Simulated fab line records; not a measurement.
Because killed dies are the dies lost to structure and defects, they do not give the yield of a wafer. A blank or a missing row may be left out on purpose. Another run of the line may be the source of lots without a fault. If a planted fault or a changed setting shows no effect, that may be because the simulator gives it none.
The same fault as seen by 2 desks || flow gf180mcu || numbers are kept per desk, each desk with only its own; the story behind them comes last

FROM THE METROLOGY DESK
What the gauges read for every lot (on any tool): the sampled wafers with a number, averaged. A lot is out of limits, marked OUT, if its mean lies more than 4 standard deviations from the usual mean; the brackets give that distance.
Columns: A = HV_LDD_02_OVL at GF_HV_LDD_OVL_MEAS_32, usual -0.8 nm; B = PASSIVATION_BOW at GF_PASSIVATION_BOW_MEAS_14, usual 139 um
{"lot": "L543", "first seen here": "day 11 12:01", "A": -1.7, "B": 127}
{"lot": "L544", "first seen here": "day 11 21:04", "A": -2.9, "B": 146}
{"lot": "L545", "first seen here": "day 12 04:16", "A": -0.3, "B": 140}
{"lot": "L549", "first seen here": "day 13 18:13", "A": -0.0, "B": 130}
{"lot": "L552", "first seen here": "day 15 09:48", "A": -1.0, "B": 117}
{"lot": "L555", "first seen here": "day 16 07:47", "A": -0.8, "B": 137}
{"lot": "L559", "first seen here": "day 17 06:05", "A": 1.4, "B": 139}
{"lot": "L560", "first seen here": "day 17 09:55", "A": -2.0, "B": 142}
{"lot": "L562", "first seen here": "day 17 20:53", "A": "-93.8 (-62) OUT", "B": 139}
{"lot": "L563", "first seen here": "day 18 05:40", "A": "-94.5 (-62) OUT", "B": 131}
{"lot": "L565", "first seen here": "day 19 01:35", "A": 0.6, "B": 142}
{"lot": "L566", "first seen here": "day 19 04:17", "A": -0.6, "B": 141}
This desk finds L562, L563 out of limits, with the earliest case on L562 at day 17 20:53 (HV_LDD_02_OVL at GF_HV_LDD_OVL_MEAS_32). Within limits: L543, L544, L545, L549, L552, L555, L559, L560, L565, L566.

FOR THE TOOL OWNER'S DESK: ilineStepper-02
The tool's own readings at GF_HV_LDD_EXPOSE_28 (exposes mask Nplus HV AREA, target cd 400 nm): means of the sampled wafers that have a number, for each lot that ran on this tool. A lot is out of limits, marked OUT, if its mean lies more than 4 standard deviations from the usual mean; the brackets give that distance.
Columns: A = stageVelMmS at GF_HV_LDD_EXPOSE_28, usual 499.96 mm/s
{"lot": "L543", "first seen here": "day 11 03:28", "A": 499.90}
{"lot": "L544", "first seen here": "day 11 12:07", "A": 499.93}
{"lot": "L560", "first seen here": "day 16 20:54", "A": 499.89}
{"lot": "L562", "first seen here": "day 17 09:33", "A": 499.90}
{"lot": "L563", "first seen here": "day 17 17:34", "A": 500.00}
This desk found nothing out of limits on any of the 5 lots.

BROUGHT TOGETHER
L562, L563 would have let the metrology desk raise an alarm at day 17 20:53.
The tool owner's desk saw nothing out of limits.
On record at the tool owner's desk: L562, L563, within its limits.
On ilineStepper-02, each named lot ran GF_HV_LDD_EXPOSE_28.

WHAT HAD BEEN PUT IN BY THE SIMULATOR
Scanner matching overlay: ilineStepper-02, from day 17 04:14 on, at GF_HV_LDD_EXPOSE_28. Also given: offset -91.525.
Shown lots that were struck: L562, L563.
Delay in hours, fault start to first out-of-limits reading, per desk: metrology desk 17.
